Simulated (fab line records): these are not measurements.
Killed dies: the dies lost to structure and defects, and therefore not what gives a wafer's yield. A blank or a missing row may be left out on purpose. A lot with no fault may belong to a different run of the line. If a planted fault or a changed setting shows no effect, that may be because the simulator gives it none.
A single fault, viewed from 2 desks | flow gf180mcu | what lay behind the numbers comes last; until then each desk has only its own

== FOR THE TOOL OWNER'S DESK: implanter-02 ==
The tool's own readings at GF_NSD_IMPLANT_09: means of the sampled wafers that have a number, for each lot that ran on this tool. A lot is out of limits, marked OUT, if its mean lies more than 4 standard deviations from the usual mean; the brackets give that distance.
Columns: A = beam on s at GF_NSD_IMPLANT_09, usual 18.0 s; B = dose ions cm2 at GF_NSD_IMPLANT_09, usual 4.001e+15; C = faraday current uA at GF_NSD_IMPLANT_09, usual 12179
lot  | first seen here | A               | B                           | C
L306 | day 14 04:47    | 18.7            | 4.007e+15                   | 11709
L312 | day 16 13:43    | 19.0            | 3.997e+15                   | 11520
L313 | day 16 20:02    | 9.8 (-8.8) OUT  | 1.565e+15 (-99 or more) OUT | 8772 (-5.2) OUT
L316 | day 18 03:25    | 10.1 (-8.5) OUT | 1.562e+15 (-99 or more) OUT | 8520 (-5.6) OUT
L323 | day 20 07:04    | 18.8            | 3.997e+15                   | 11687
L326 | day 21 10:31    | 18.9            | 4.000e+15                   | 11594
This desk finds L313, L316 out of limits, L313 being first, at day 16 20:02 (beam on s at GF_NSD_IMPLANT_09). Within limits: L306, L312, L323, L326.

== THE METROLOGY DESK ==
Means of the sampled wafers that have a number, per lot and without regard to the tool the lot ran on: this is what the gauges read. A lot is out of limits, marked OUT, if its mean lies more than 4 standard deviations from the usual mean; the brackets give that distance.
Columns: A = cd nm at GF_HV_LDD_CD_MEAS_31, usual 399.9 nm; B = HV_LDD_02_OVL at GF_HV_LDD_OVL_MEAS_32, usual 0.8 nm; C = NSD_RS at GF_PSD_RS_MEAS_14, usual 46.11 ohm/sq
lot  | first seen here | A     | B    | C
L305 | day 12 02:16    | 403.0 | 0.7  | 46.16
L306 | day 12 08:10    | 402.5 | 1.7  | 46.10
L307 | day 12 12:25    | 398.2 | -0.8 | 46.04
L312 | day 14 13:54    | 399.3 | 3.4  | 46.14
L313 | day 14 19:00    | 401.2 | 0.4  | 58.96 (+99 or more) OUT
L316 | day 16 00:05    | 400.8 | 0.6  | 58.97 (+99 or more) OUT
L323 | day 18 01:14    | 395.5 | -1.4 | 46.10
L324 | day 18 10:24    | 400.9 | 2.0  | 46.14
L325 | day 18 17:15    | 402.5 | 1.1  | 46.09
L326 | day 19 05:47    | 398.6 | 1.1  | 46.03
L327 | day 19 10:23    | 398.2 | -0.4 | 46.05
This desk finds L313, L316 out of limits, with the earliest case on L313 at day 17 20:45 (NSD_RS at GF_PSD_RS_MEAS_14). Within limits: L305, L306, L307, L312, L323, L324, L325, L326, L327.

== BROUGHT TOGETHER ==
On L313, L316, at day 16 20:02, an alarm was possible from the tool owner's desk.
An alarm was possible from the metrology desk at day 17 20:45, on L313, L316.
All the named lots went through GF_NSD_IMPLANT_09 on implanter-02.

== WHAT THE SIMULATOR HAD INSERTED ==
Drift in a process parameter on implanter-02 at GF_NSD_IMPLANT_09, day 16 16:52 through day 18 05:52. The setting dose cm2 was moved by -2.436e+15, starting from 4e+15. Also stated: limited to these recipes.
Shown lots that were struck: L313, L316.
Hours from the fault's start to each desk's first reading out of limits: the tool owner's desk, 3; the metrology desk, 28.
